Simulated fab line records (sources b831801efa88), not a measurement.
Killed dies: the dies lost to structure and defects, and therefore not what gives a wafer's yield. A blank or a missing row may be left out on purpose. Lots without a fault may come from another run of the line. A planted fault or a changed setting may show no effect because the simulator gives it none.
A struck lot beside a sound one + flow gf180mcu + 27 steps out of a route of 602
Sound: wafers L845.1, L845.2, L845.5. The struck wafers were L861.2, L861.4, L861.6. The cause comes at the end.
For every step that has rows: the tool of each side, followed by ch and its chambers, followed by its first start. Under that, the readings that differ: sound wafers + struck wafers + difference of the means + sigmas: that difference in standard deviations of wafers without a fault.
alike: a reading whose means differ by less than 2 such deviations, as well as words and numbers matching on both sides. not compared: withheld readings; readings where some wafer has no value; bounds like >300 that might hide an equal value; numbers whose values overlap and for which the record gives no deviation.
A row with sigmas, a row that says differs or no value, or rows on one side alone: a step with any of these is where the two part. When numbers do not overlap yet have no deviation, they are printed without sigmas and do not part them. A reading missing from all wafers of one side parts the sides only when that side holds two or more wafers.

GF_DNWELL_STRIP_08: strips in O2/N2.
  sound on plasma asher-04 ch 0,1, day 3 17:50; struck on plasma asher-04 ch 0, day 7 06:08
  alike: chamber pressure mTorr, drypump motor current A, heater power w, oes product au, strip time to endpoint s
  not compared: rf hours counter h
GF_DNWELL_TW_MEAS_09:
  sound: film metro-02 at day 3 17:56; struck: film metro-03 at day 7 06:14
  alike: DNWELL_TW
then, 7 steps without rows for these wafers: GF_NWELL_DEHYDRATE_00 (time 60 s); GF_NWELL_HMDS_01 (prime time 60 s); GF_NWELL_COAT_02 (resist thk 3000 nm); GF_NWELL_SOFTBAKE_03; GF_NWELL_EXPOSE_04 (exposes mask Nwell, target cd 860 nm); GF_NWELL_PEB_05; GF_NWELL_DEVELOP_06 (develop time 60 s).
GF_NWELL_OVL_MEAS_07:
  sound: overlay-02 at day 4 07:11; struck: overlay-01 at day 7 22:05
  alike: NWELL_OVL
then, 2 steps without rows for these wafers: GF_NWELL_IMPLANT_08; GF_NWELL_IMPLANT_09.
GF_NWELL_STRIP_10: strips in O2/N2.
  sound on plasma asher-02 ch 0,1, day 4 07:31; struck on plasma asher-01 ch 0,1, day 7 22:25
  no value came back on the struck wafers for any of 5 readings (chamber pressure mTorr (mTorr), drypump motor current A (A) and others); on the sound wafers chamber pressure mTorr (mTorr) reads 1502.1 1500.9 1500.3
| reading                                 | sound | struck         | difference | sigmas |
|-----------------------------------------|-------|----------------|------------|--------|
| model.coat_of_NWELL_COAT_02.thk nm (nm) | 0 0 0 | 3008 3007 3012 | +3009      |        |
  not compared: rf hours counter h
GF_NWELL_TW_MEAS_11:
  sound: film metro-04 at day 4 07:37; struck: film metro-01 at day 7 22:32
  alike: NWELL_TW
then, 7 steps without rows for these wafers: GF_LVPWELL_DEHYDRATE_00 (time 60 s); GF_LVPWELL_HMDS_01 (prime time 60 s); GF_LVPWELL_COAT_02 (resist thk 3000 nm); GF_LVPWELL_SOFTBAKE_03; GF_LVPWELL_EXPOSE_04 (exposes mask LVPWELL, target cd 600 nm); GF_LVPWELL_PEB_05; GF_LVPWELL_DEVELOP_06 (develop time 60 s).
GF_LVPWELL_OVL_MEAS_07:
  sound: overlay-02 at day 4 21:03; struck: overlay-01 at day 8 14:32
  alike: LVPWELL_OVL
then, 2 steps without rows for these wafers: GF_LVPWELL_IMPLANT_08; GF_LVPWELL_IMPLANT_09.
GF_LVPWELL_STRIP_10: strips in O2/N2.
  sound on plasma asher-02 ch 0,1, day 4 21:23; struck on plasma asher-03 ch 0, day 8 14:52
| reading                      | sound             | struck            | difference | sigmas      |
|------------------------------|-------------------|-------------------|------------|-------------|
| drypump motor current A (A)  | 5.3 5.1 5.3       | 6.8 6.8 6.8       | +1.6       | +2          |
| oes product au (a.u.)        | 0.713 0.717 0.721 | 0.738 0.732 0.740 | +0.020     | +5          |
| strip time to endpoint s (s) | 37.13 36.93 36.96 | 81.45 81.47 81.52 | +44.47     | +99 or more |
  alike: chamber pressure mTorr, heater power w
  not compared: rf hours counter h
GF_LVPWELL_TW_MEAS_11:
  sound: film metro-01 at day 4 21:29; struck: film metro-04 at day 8 14:59
| reading    | sound             | struck         | difference | sigmas      |
|------------|-------------------|----------------|------------|-------------|
| LVPWELL_TW | 558.8 555.2 557.6 | 30.0 30.1 30.0 | -527.2     | -99 or more |
then, 1 step without rows for these wafers: GF_MVSD_DEHYDRATE_00 (time 60 s).

WHERE THEY PART
Earliest at GF_NWELL_STRIP_10; latest, in this record, at GF_LVPWELL_TW_MEAS_11.

WHY: whatever the simulator had introduced
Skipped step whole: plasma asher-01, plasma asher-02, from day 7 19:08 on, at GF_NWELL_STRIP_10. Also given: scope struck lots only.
